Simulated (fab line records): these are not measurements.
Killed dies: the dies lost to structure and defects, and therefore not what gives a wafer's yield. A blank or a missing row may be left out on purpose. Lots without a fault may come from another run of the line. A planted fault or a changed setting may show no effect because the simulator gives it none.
The tool behind it: which one? + flow gf180mcu + 6 lots with 18 wafers sampled at 3 steps, on a route of 602 steps

== WHAT THE GAUGES READ, wafer by wafer ==
GF_V3_THK_MEAS_01.
| lot  | measured     | on           | V3_CVD_00_THK (nm) |
|------|--------------|--------------|--------------------|
| L608 | day 21 21:34 | filmMetro-04 | 600 599 603        |
| L613 | day 23 15:27 | filmMetro-01 | 603 599 605        |
| L616 | day 25 00:47 | filmMetro-01 | 600 609 606        |
| L618 | day 25 14:17 | filmMetro-04 | 596 602 599        |
| L620 | day 26 08:47 | filmMetro-04 | 609 601 603        |
| L630 | day 28 21:30 | filmMetro-04 | 598 302 605        |

== TOOL THAT RAN EACH LOT (tool first, then ch and the chambers of the sampled wafers, then the start) ==
| lot  | GF_V2_CMP_26                  | GF_V3_CVD_00                     |
|------|-------------------------------|----------------------------------|
| L608 | cmp-01 ch 1,2, day 20 20:12   | hdpcvd-02 ch 0,1,2, day 21 21:29 |
| L613 | cmp-01 ch 0,2,3, day 22 15:32 | hdpcvd-02 ch 0,1, day 23 15:22   |
| L616 | cmp-02 ch 1,2,3, day 24 01:03 | hdpcvd-01 ch 0,1, day 25 00:42   |
| L618 | cmp-02 ch 1,2,3, day 24 15:27 | hdpcvd-01 ch 0,2, day 25 14:10   |
| L620 | cmp-02 ch 1,2,3, day 25 09:38 | hdpcvd-01 ch 0,1, day 26 08:42   |
| L630 | cmp-02 ch 0,1, day 28 00:56   | hdpcvd-01 ch 0,1,2, day 28 21:25 |
- GF_V2_CMP_26: polishes, stops on SiO2, t overpolish 15 s, target thk 0 nm.
- GF_V3_CVD_00: deposits SiO2, target thk 600 nm, time 100 s.

== THE ANSWER, worked out from the rows above alone ==
Rule: what is usual is taken from the lots themselves. Put in order of their means at a reading, lots are off if they are a third of the lots or fewer, leave a main group of 4 or more, and stand apart from it by a gap of 3 or more times the standard deviation of the main group's means; of several such gaps the widest counts. A main group is skipped when, at the precision printed for the reading in the tables above, its means are all equal. A lot without any number at a reading at which 4 lots or more have one is off too. All remaining lots with rows at the step are treated as sound.
Off: L630, at GF_V3_THK_MEAS_01 (V3_CVD_00_THK). The main group has a mean of 602 nm with a standard deviation of 2.2.
A tool fits if, at a process step before that reading, it ran every lot that is off, and no sound lot after the first of them. Gauges at GF_V3_THK_MEAS_01: tried the same way as those tools. Can't be told from this: 3 tools fit, cmp-02 at GF_V2_CMP_26, hdpcvd-01 at GF_V3_CVD_00, filmMetro-04 at GF_V3_THK_MEAS_01.

== WHAT THE SIMULATOR HAD INSERTED ==
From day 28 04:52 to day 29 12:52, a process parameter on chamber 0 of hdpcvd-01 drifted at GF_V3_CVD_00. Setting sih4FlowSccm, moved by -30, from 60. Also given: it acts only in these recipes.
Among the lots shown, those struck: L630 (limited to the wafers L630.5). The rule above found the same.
